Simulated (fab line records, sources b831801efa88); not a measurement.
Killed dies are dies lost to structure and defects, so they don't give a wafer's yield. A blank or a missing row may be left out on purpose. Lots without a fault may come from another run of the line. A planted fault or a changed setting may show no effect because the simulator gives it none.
A struck lot beside a sound one | flow sky130 | 44 steps out of a route of 708
Sound: wafers L335.1, L335.2, L335.3. Struck: wafer L344.6. (L344.4, L344.5 of the same lot were not struck and are left out.) The cause comes at the end.
At each step with rows: each side's tool, then ch and its chambers, then its first start. Under that, the readings that differ: sound wafers | struck wafers | difference of the means | sigmas: that difference in standard deviations of wafers without a fault.
alike: readings whose means differ by less than 2 such deviations, and words and numbers that are the same on both sides. not compared: withheld readings, readings that some wafer has no value for, bounds like >300 that may hide the same value, and numbers for which the record gives no deviation and whose values overlap.
The two part at a step that has a row with sigmas, a row that says differs or no value, or rows on one side only. Numbers that don't overlap but have no deviation are shown without sigmas and don't part them. A reading that every wafer of one side lacks parts them only if that side has two wafers or more.

first, 3 steps without rows for these wafers: SKY_VIA3_CLEAN_18 (cleans in IPA, time 180 s); SKY_VIA3_CLEAN_19 (cleans in O3/DIW); SKY_VIA3_SPUTTER_20 (material TiN, target thk 20 nm, time 80 s).
SKY_VIA3_CVD_21: deposits W, target thk 390 nm, time 117.31 s.
  sound on cvd_w-02 ch 0,1, day 42 14:22; struck on cvd_w-02 ch 1, day 45 03:03
  alike: heater_power_w
SKY_VIA3_RS_MEAS_22: measures by four-point-probe.
  sound on film_metro-04, day 42 14:29; struck on film_metro-04, day 45 03:12
  alike: VIA3_W_RS
SKY_VIA3_THK_MEAS_23: measures by xrf.
  sound on film_metro-04, day 42 14:37; struck on film_metro-04, day 45 03:17
  alike: VIA3_W_THK
then, 1 step without rows for these wafers: SKY_VIA3_CMP_24 (polishes, stops on SiO2, t overpolish 20 s, target thk 0 nm).
SKY_METAL4_SPUTTER_00: material Ti, target thk 15 nm, time 10 s.
  sound on pvd_sputter-04, day 42 14:58; struck on pvd_sputter-04, day 45 03:37
  alike: throttle_valve_pct
then, 1 step without rows for these wafers: SKY_METAL4_SPUTTER_01 (material TiN, target thk 20 nm, time 16.7 s).
SKY_METAL4_SPUTTER_02: material AlCu, target thk 735 nm, time 39.1 s.
  sound on pvd_sputter-04, day 42 15:01; struck on pvd_sputter-04, day 45 03:40
  alike: throttle_valve_pct
then, 1 step without rows for these wafers: SKY_METAL4_SPUTTER_03 (material Ti, target thk 5 nm, time 3.3 s).
SKY_METAL4_SPUTTER_04: material TiN, target thk 70 nm, time 58.3 s.
  sound on pvd_sputter-04, day 42 15:04; struck on pvd_sputter-04, day 45 03:43
  alike: throttle_valve_pct
SKY_CAP2M_CVD_00: deposits SiO2, target thk 15.5 nm.
  sound on pecvd-01 ch 0,1,2, day 42 15:07; struck on pecvd-03 ch 0, day 45 03:47
  alike: heater_power_w
SKY_CAP2M_THK_MEAS_01:
  sound on film_metro-03, day 42 15:08; struck on film_metro-02, day 45 03:49
  reading               | sound             | struck | difference | sigmas
  CAP2M_CVD_00_THK (nm) | 15.76 15.45 15.53 | 13.95  | -1.63      | -8
then, 1 step without rows for these wafers: SKY_CAP2M_SPUTTER_02 (material TiN, target thk 200 nm, time 166.7 s).
SKY_CAP2M_RS_MEAS_03: measures by four-point-probe.
  sound on film_metro-03, day 42 15:19; struck on film_metro-04, day 45 04:01
  alike: CAP2M_TIN_RS
SKY_CAP2M_THK_MEAS_04: measures by xrf.
  sound on film_metro-03, day 42 15:26; struck on film_metro-04, day 45 04:07
  alike: CAP2M_TIN_THK
then, 7 steps without rows for these wafers: SKY_CAP2M_DEHYDRATE_05 (time 60 s); SKY_CAP2M_HMDS_06 (prime time 60 s); SKY_CAP2M_COAT_07 (resist thk 1140 nm); SKY_CAP2M_SOFTBAKE_08 (time 60 s); SKY_CAP2M_EXPOSE_09 (exposes mask CAP2M, target cd 1000 nm); SKY_CAP2M_PEB_10; SKY_CAP2M_DEVELOP_11 (develop time 60 s).
SKY_CAP2M_OVL_MEAS_12:
  sound on overlay-01, day 43 15:31; struck on overlay-02, day 46 01:26
  alike: CAP2M_OVL
SKY_CAP2M_METAL_ETCH_13: etches TiN in Cl2/BCl3, stops on SiO2, target depth 220 nm, time 62.9 s.
  sound on rie_metal-03 ch 0,1, day 43 15:33; struck on rie_metal-04 ch 1, day 46 01:28
  reading                     | sound       | struck | difference | sigmas
  drypump_motor_current_A (A) | 5.0 5.8 5.0 | 6.8    | +1.5       | +2
  alike: oes_product_au, throttle_valve_pct
  not compared: rf_hours_counter_h
then, 12 steps without rows for these wafers: SKY_CAP2M_STRIP_14 (strips in O2/N2); SKY_CAP2M_STRIP_15 (strips in post etch residue remover, time 1200 s); SKY_CAP2M_CLEAN_16 (cleans in IPA, time 180 s); SKY_CAP2M_CLEAN_17 (cleans in O3/DIW); SKY_METAL4_DEHYDRATE_05 (time 60 s); SKY_METAL4_HMDS_06 (prime time 60 s); SKY_METAL4_COAT_07 (resist thk 60 nm); SKY_METAL4_COAT_08 (resist thk 1140 nm); SKY_METAL4_SOFTBAKE_09 (time 90 s); SKY_METAL4_EXPOSE_10 (exposes mask MM4, target cd 300 nm); SKY_METAL4_PEB_11; SKY_METAL4_DEVELOP_12 (develop time 60 s).
SKY_METAL4_CD_MEAS_13: target cd 300 nm.
  sound on cd_sem-01, day 44 14:38; struck on cd_sem-01, day 46 21:11
  alike: cd_nm
SKY_METAL4_OVL_MEAS_14:
  sound on overlay-02, day 44 14:45; struck on overlay-02, day 46 21:16
  alike: METAL4_OVL
then, 2 steps without rows for these wafers: SKY_METAL4_DESCUM_15 (chemistry O2, time 8 s); SKY_METAL4_ETCH_16 (etches BARC in N2/H2, stops on SiO2, time 88.2 s, target depth 60 nm).
SKY_METAL4_ETCH_17: etches SiO2 in C4F8/O2/Ar, stops on TiN, time 3.9 s, target depth 15 nm.
  sound on rie_diel-04 ch 0,1,3, day 44 14:55; struck on rie_diel-03 ch 3, day 46 21:25
  reading               | sound             | struck | difference | sigmas
  oes_product_au (a.u.) | 0.759 0.754 0.759 | 0.715  | -0.042     | -7
  not compared: rf_hours_counter_h
-- the record jumps here: 3 days lie between the struck wafers' starts before and after (it left off in module METAL4 and takes up again in module PAD_OPEN, whose first step shown is number 708 of the route) --
SKY_PAD_OPEN_PROBE_99:
  sound on prober-02, day 48 07:25; struck on prober-01, day 50 06:52
  reading                                       | sound                      | struck    | difference | sigmas
  model.etest.tester.sort_n_pass                | 406 399 412                | 333       | -73        |
  model.etest.tester.sort_bin_5_pct (%)         | 10.77 10.16 10.37          | 25.2      | +14.8      |
  model.etest.tester.sort_yield_pct (%)         | 82.52 81.1 83.74           | 67.68     | -14.77     |
  model.etest.cap_mim2.c_ff_um2_rim_less_centre | -0.02767 0.001618 -0.01465 | 0.7622    | +0.7758    |
  model.etest.tester.sort_bin_8_pct (%)         | 0 0 0                      | 3.517e-08 | +3.517e-08 |
  model.etest.tester.sort_bin_4_pct (%)         | 0 0 0                      | 3.482e-08 | +3.482e-08 |
  alike: defect_limited_yield, killed_at_M0_to_M3, killed_at_M4_up, killed_at_contacts, killed_at_front_end, killed_at_other, killed_dies, killed_open, killed_short

WHERE THEY PART
First at SKY_CAP2M_THK_MEAS_01; last, within this record, at SKY_METAL4_ETCH_17. Later steps at which nothing parts them and some readings are alike: SKY_PAD_OPEN_PROBE_99.

WHY: what the simulator had put in
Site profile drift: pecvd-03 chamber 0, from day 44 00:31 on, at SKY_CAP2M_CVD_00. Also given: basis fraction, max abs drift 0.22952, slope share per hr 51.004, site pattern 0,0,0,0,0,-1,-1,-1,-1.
